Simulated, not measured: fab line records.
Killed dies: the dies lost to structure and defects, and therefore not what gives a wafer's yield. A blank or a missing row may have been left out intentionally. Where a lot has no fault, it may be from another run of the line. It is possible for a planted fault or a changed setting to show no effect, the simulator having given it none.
The same fault as seen by 2 desks :: flow sfq line :: numbers are kept per desk, each desk with only its own; the story behind them comes last

## TOOL OWNER'S DESK, litho track-01
The tool's own readings at SFQ_TRILAYER_C5_LITHO_PEB_154 (peb time 60 s): means of the sampled wafers that have a number, for each lot that ran on this tool. A lot is out of limits, marked OUT, if its mean lies more than 4 standard deviations from the usual mean; the brackets give that distance.
Columns: A = chill plate temp C at SFQ_TRILAYER_C5_LITHO_PEB_154, usual 23.00 C; B = exhaust pa at SFQ_TRILAYER_C5_LITHO_PEB_154, usual 45.1 Pa; C = heater power total W at SFQ_TRILAYER_C5_LITHO_PEB_154, usual 79.15 W
lot: L678
first seen here: day 63 19:24
A: 23.10
B: 45.6
C: 79.09

lot: L688
first seen here: day 71 18:14
A: 22.95
B: 44.8
C: 79.14

lot: L691
first seen here: day 72 01:29
A: 22.95
B: 44.6
C: 79.13

lot: L692
first seen here: day 72 04:47
A: 22.97
B: 43.4
C: 79.15

lot: L694
first seen here: day 72 14:26
A: 22.97
B: 45.6
C: 79.19

lot: L696
first seen here: day 72 19:11
A: 23.04
B: 43.6
C: 79.12
This desk found nothing out of limits on any of the 6 lots.

## METROLOGY DESK
What the gauges read, lot by lot, whatever tool the lot ran on: means of the sampled wafers that have a number. A lot is out of limits, marked OUT, if its mean lies more than 4 standard deviations from the usual mean; the brackets give that distance.
Columns: A = R5_MONX_RS at SFQ_R5_RS_MEAS_933, usual 7.07 ohm/sq; B = R5_MONX_THK at SFQ_R5_THK_MEAS_934, usual 39.7 nm
lot: L674
first seen here: day 47 14:35
A: 7.16
B: 39.3

lot: L677
first seen here: day 53 00:40
A: 7.20
B: 38.9

lot: L678
first seen here: day 53 11:49
A: 7.09
B: 39.6

lot: L679
first seen here: day 53 21:48
A: 7.03
B: 39.9

lot: L685
first seen here: day 57 10:53
A: 7.01
B: 40.1

lot: L686
first seen here: day 57 12:52
A: 7.02
B: 39.9

lot: L687
first seen here: day 58 04:52
A: 7.15
B: 39.2

lot: L688
first seen here: day 58 11:10
A: 7.10
B: 39.6

lot: L689
first seen here: day 58 17:11
A: 7.08
B: 39.5

lot: L691
first seen here: day 58 23:12
A: 7.10
B: 39.4

lot: L692
first seen here: day 59 05:10
A: 7.07
B: 39.8

lot: L694
first seen here: day 59 16:36
A: 6.99
B: 40.3

lot: L695
first seen here: day 59 19:35
A: 7.13
B: 38.8

lot: L696
first seen here: day 59 20:10
A: 7.04
B: 39.9
This desk found nothing out of limits on any of the 14 lots.

## PUT TOGETHER
Nothing out of limits was seen by the tool owner's desk.
From the metrology desk's view, nothing was out of limits.

## WHAT THE SIMULATOR HAD INSERTED
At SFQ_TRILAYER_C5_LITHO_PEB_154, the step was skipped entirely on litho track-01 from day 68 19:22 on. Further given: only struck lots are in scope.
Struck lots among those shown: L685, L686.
